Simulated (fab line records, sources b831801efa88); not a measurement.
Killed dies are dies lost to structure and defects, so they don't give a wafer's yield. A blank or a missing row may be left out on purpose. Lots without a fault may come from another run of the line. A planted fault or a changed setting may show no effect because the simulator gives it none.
Problem report in the 8D (eight disciplines) form, filled by code | flow sky130 | the parts of the form that need people (team, actions taken, sign-off) are left out

1. THE PROBLEM
chamber_pressure_pa at SKY_METAL3_SPUTTER_04 reads a mean of 0.4472 Pa on 6 wafers of 2 lots; wafers without a fault read 0.4002 Pa with a standard deviation of 0.00084. That is +56 standard deviations from the usual mean.
The step: material TiN, target thk 70 nm, time 58.3 s.
First seen on wafer L929.2, day 38 12:26, on pvd_sputter-02. The record holds 36 wafers of 12 lots with a number at this step. Rule for "out", or "out of limits": more than 4 standard deviations from the usual mean. The other wafers with a number count as sound.

2. WHAT IT IS AND WHAT IT IS NOT
question                    | is                     | is not
which readings at this step | chamber_pressure_pa    | -
which lots                  | L929, L930             | L924, L925, L926, L927, L934, L936, L937, L942, L944, L946
which wafers of those lots  | all that have a number | -
read on which tools         | pvd_sputter-02         | pvd_sputter-01, pvd_sputter-04
when                        | from day 38 12:26      | up to then (12 sound wafers); but 18 sound wafers of L934, L936, L937, L942, L944, L946 came after

3. SUSPECTS, AND WHAT RULES EACH OUT
Counting: a tool at a process step up to the reading stays a suspect if it ran every lot that is out and no sound lot after the first of them.
- pvd_sputter-03 at SKY_VIA2_SPUTTER_20 (material TiN, target thk 20 nm, time 80 s): ruled out as a lasting fault. Sound lots L937 ran on it after its first lot that is out, L929 (day 38 11:39).
- pvd_sputter-02 at SKY_METAL3_SPUTTER_01 (material TiN, target thk 20 nm, time 16.7 s): kept. It ran every lot that is out, first L929 (day 38 12:21), and no sound lot after that; its last sound lot up to then is L927 (day 37 17:37).
- pvd_sputter-02 at SKY_METAL3_SPUTTER_04 (material TiN, target thk 70 nm, time 58.3 s): kept. It ran every lot that is out, first L929 (day 38 12:26), and no sound lot after that; its last sound lot up to then is L927 (day 37 17:41). Its own readings are out on those wafers: chamber_pressure_pa.
Left after counting: pvd_sputter-02 at SKY_METAL3_SPUTTER_01, pvd_sputter-02 at SKY_METAL3_SPUTTER_04.

4. THE CAUSE (what the simulator had put in)
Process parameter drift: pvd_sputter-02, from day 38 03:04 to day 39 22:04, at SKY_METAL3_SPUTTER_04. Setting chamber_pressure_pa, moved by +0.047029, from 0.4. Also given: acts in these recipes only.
Counting left 2 suspects, and this tool is among them.

5. THE CHAIN OF EFFECTS, in route order
Each row: a reading whose mean over the struck wafers that have a number lies more than 3 standard deviations from the usual. Only readings for which the record gives a usual standard deviation are gone through. hours: the time from each lot's start at the first step in this table that gives one to its start at this step, as a median over the lots. sigmas: the change in usual standard deviations.
hours | step                  | reading             | usual     | on struck wafers | change  | sigmas
0     | SKY_METAL3_SPUTTER_04 | chamber_pressure_pa | 0.4002 Pa | 0.4472           | +0.0470 | +56
The process steps in it:
- SKY_METAL3_SPUTTER_04: material TiN, target thk 70 nm, time 58.3 s.

6. WHAT WOULD HAVE CAUGHT IT SOONER
In this record the first reading out of limits was taken at day 38 12:26, 9 hours after the fault began at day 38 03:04.
